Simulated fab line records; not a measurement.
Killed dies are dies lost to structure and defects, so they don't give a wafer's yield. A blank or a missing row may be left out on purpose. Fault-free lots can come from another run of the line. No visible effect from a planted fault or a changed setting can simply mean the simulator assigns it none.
Which of the tools did it?    flow sky130    Sampling: 11 lots, 32 wafers, 5 of 708 route steps

WHAT THE GAUGES READ, wafer by wafer
SKY_VIA3_CD_MEAS_12 targets a cd of 200 nm. Usual: cd-nm reads 199.7 nm (standard deviation 1.4).
lot   measured      on         cd-nm (nm)         flag
L580  day 40 11:20  cd-sem-02  199.0 200.8 199.9  
L581  day 40 17:48  cd-sem-01  201.7 200.2        
L583  day 41 07:16  cd-sem-01  198.2 197.2 196.8  
L587  day 42 09:40  cd-sem-02  199.4 200.3 198.3  
L590  day 43 12:47  cd-sem-02  199.0 199.2 199.7  
L593  day 44 08:43  cd-sem-01  201.0 201.7 200.5  
L595  day 44 17:46  cd-sem-02  201.2 202.0 201.7  
L596  day 44 21:22  cd-sem-02  198.5 200.5 200.6  
L599  day 45 15:22  cd-sem-02  196.9 196.8 198.9  
L600  day 45 20:56  cd-sem-01  201.0 201.3 201.0  
L601  day 46 00:45  cd-sem-02  199.1 199.2 199.6  

SKY_VIA3_RS_MEAS_22: the measuring method here is four-point-probe. Usual: VIA3_W_RS 0.292 ohm/sq, standard deviation 0.0066.
lot   measured      on             VIA3_W_RS (ohm/sq)  flag
L580  day 40 12:22  film-metro-02  0.295 0.285 0.286   
L581  day 40 18:50  film-metro-02  0.288 0.301         
L583  day 41 08:22  film-metro-01  0.286 0.287 0.300   
L587  day 42 10:44  film-metro-02  0.299 0.299 0.284   
L590  day 43 13:49  film-metro-04  0.283 0.281 0.300   
L593  day 44 09:47  film-metro-04  0.289 0.287 0.297   
L595  day 44 18:50  film-metro-02  0.302 0.285 0.286   
L596  day 44 22:26  film-metro-01  0.281 0.296 0.282   
L599  day 45 16:23  film-metro-01  0.290 0.289 0.301   
L600  day 45 21:59  film-metro-01  0.285 0.298 0.289   
L601  day 46 01:47  film-metro-04  0.287 0.287 0.297   

WHAT TOOL EACH LOT RAN ON (gives the tool, then ch and the chambers of the sampled wafers, and finally the start)
lot   SKY_CAPM_CVD_00                  SKY_METAL3_METAL_ETCH_18           SKY_METAL3_STRIP_19
L580  pecvd-03 ch 0,2, day 37 05:07    rie-metal-04 ch 0,1, day 39 09:28  plasma-asher-01 ch 0,1, day 39 09:38
L581  pecvd-02 ch 0,2, day 37 11:00    rie-metal-04 ch 0,1, day 39 15:07  plasma-asher-02 ch 0,1, day 39 15:16
L583  pecvd-03 ch 0,1, day 38 03:29    rie-metal-03 ch 1, day 40 06:10    plasma-asher-01 ch 0,1, day 40 06:20
L587  pecvd-01 ch 0,1, day 39 07:59    rie-metal-04 ch 0, day 41 08:57    plasma-asher-02 ch 0,1, day 41 09:08
L590  pecvd-02 ch 1,2, day 40 11:42    rie-metal-01 ch 0,1, day 42 12:23  plasma-asher-03 ch 0,1, day 42 12:32
L593  pecvd-01 ch 1,2, day 41 09:07    rie-metal-01 ch 0,1, day 43 08:44  plasma-asher-01 ch 0,1, day 43 08:55
L595  pecvd-03 ch 0,1,2, day 41 17:14  rie-metal-03 ch 1, day 43 17:41    plasma-asher-03 ch 0,1, day 43 17:52
L596  pecvd-02 ch 1,2, day 41 22:02    rie-metal-04 ch 1, day 43 21:32    plasma-asher-03 ch 0,1, day 43 21:54
L599  pecvd-01 ch 1,2, day 42 17:20    rie-metal-01 ch 0,1, day 44 15:40  plasma-asher-03 ch 0,1, day 44 15:50
L600  pecvd-03 ch 0,2, day 42 23:29    rie-metal-04 ch 0,1, day 44 21:38  plasma-asher-03 ch 0,1, day 44 21:49
L601  pecvd-03 ch 0,2, day 43 03:48    rie-metal-04 ch 0,1, day 45 01:58  plasma-asher-01 ch 0,1, day 45 02:07
- SKY_CAPM_CVD_00: deposits SiO2, target thk 15.5 nm.
- SKY_METAL3_METAL_ETCH_18: etches the open film in Cl2/BCl3, stops on SiO2, target depth 845 nm, time 183.1 s.
- SKY_METAL3_STRIP_19: strips in O2/N2.

WHAT THE TOOLS THEMSELVES READ (means of the sampled wafers that have a number; where no wafer has one, the mark that the record gives instead)
SKY_CAPM_CVD_00. Usual: heater-power-w reads 759 W (standard deviation 97).
lot   tool      heater-power-w (W)  flag
L580  pecvd-03  885                 
L581  pecvd-02  788                 
L583  pecvd-03  814                 
L587  pecvd-01  878                 
L590  pecvd-02  736                 
L593  pecvd-01  668                 
L595  pecvd-03  778                 
L596  pecvd-02  682                 
L599  pecvd-01  644                 
L600  pecvd-03  840                 
L601  pecvd-03  787                 

SKY_METAL3_METAL_ETCH_18. Usual: drypump-motor-current-A 5.6 A, standard deviation 0.41; oes-product-au 0.864 a.u., standard deviation 0.006; throttle-valve-pct 22.265 %, standard deviation 0.0088.
lot   tool          drypump-motor-current-A (A)  oes-product-au (a.u.)  throttle-valve-pct (%)  flag
L580  rie-metal-04  6.1                          0.864                  22.262                  
L581  rie-metal-04  5.9                          0.845                  22.262                  OFF
L583  rie-metal-03  5.3                          0.864                  22.262                  
L587  rie-metal-04  6.5                          0.833                  22.261                  OFF
L590  rie-metal-01  5.6                          0.863                  22.269                  
L593  rie-metal-01  5.7                          0.868                  22.272                  
L595  rie-metal-03  5.3                          0.867                  22.265                  
L596  rie-metal-04  5.3                          0.862                  22.256                  
L599  rie-metal-01  5.6                          0.863                  22.267                  
L600  rie-metal-04  6.1                          0.859                  22.260                  
L601  rie-metal-04  5.7                          0.866                  22.263                  

SKY_METAL3_STRIP_19. Usual: drypump-motor-current-A 5.9 A, standard deviation 0.41; n2-flow-sccm 300.0 sccm, standard deviation 0.89; oes-product-au 0.501 a.u., standard deviation 0.0057; strip-time-to-endpoint-s 6.52 s, standard deviation 0.1.
lot   tool             drypump-motor-current-A (A)  n2-flow-sccm (sccm)  oes-product-au (a.u.)  strip-time-to-endpoint-s (s)  flag
L580  plasma-asher-01  5.8                          300.2                0.500                  6.50                          
L581  plasma-asher-02  5.8                          300.0                0.484                  6.15                          OFF
L583  plasma-asher-01  5.8                          300.5                0.506                  6.50                          
L587  plasma-asher-02  6.0                          299.7                0.490                  6.25                          
L590  plasma-asher-03  6.2                          299.7                0.497                  6.48                          
L593  plasma-asher-01  5.8                          300.3                0.502                  6.50                          
L595  plasma-asher-03  6.2                          300.0                0.506                  6.58                          
L596  plasma-asher-03  6.2                          299.8                0.495                  6.37                          
L599  plasma-asher-03  6.2                          298.9                0.497                  6.41                          
L600  plasma-asher-03  6.1                          300.2                0.499                  6.49                          
L601  plasma-asher-01  5.8                          300.2                0.496                  6.42                          

THE ANSWER, worked out from the rows above alone
Rule: take the mean of a lot's wafers that have a number; if it is more than 3 standard deviations from the usual mean, the lot is off. Also off: a lot with no number at a reading for which 4 or more lots have one. Any other lot the step has rows for is counted as sound. After the gauges, taken in route order, come the tools' own readings; for these a lot's mean is taken, as printed above. The first step at which some lot is off is used, and at that step the reading that is off furthest; a lot without a number counts as furthest.
Off: L581, L587, at SKY_METAL3_METAL_ETCH_18 (oes-product-au).
A tool fits if, at that step or a process step before it, it ran every lot that is off, and no sound lot after the first of them. None of those tried fits.

WHAT THE SIMULATOR HAD INSERTED
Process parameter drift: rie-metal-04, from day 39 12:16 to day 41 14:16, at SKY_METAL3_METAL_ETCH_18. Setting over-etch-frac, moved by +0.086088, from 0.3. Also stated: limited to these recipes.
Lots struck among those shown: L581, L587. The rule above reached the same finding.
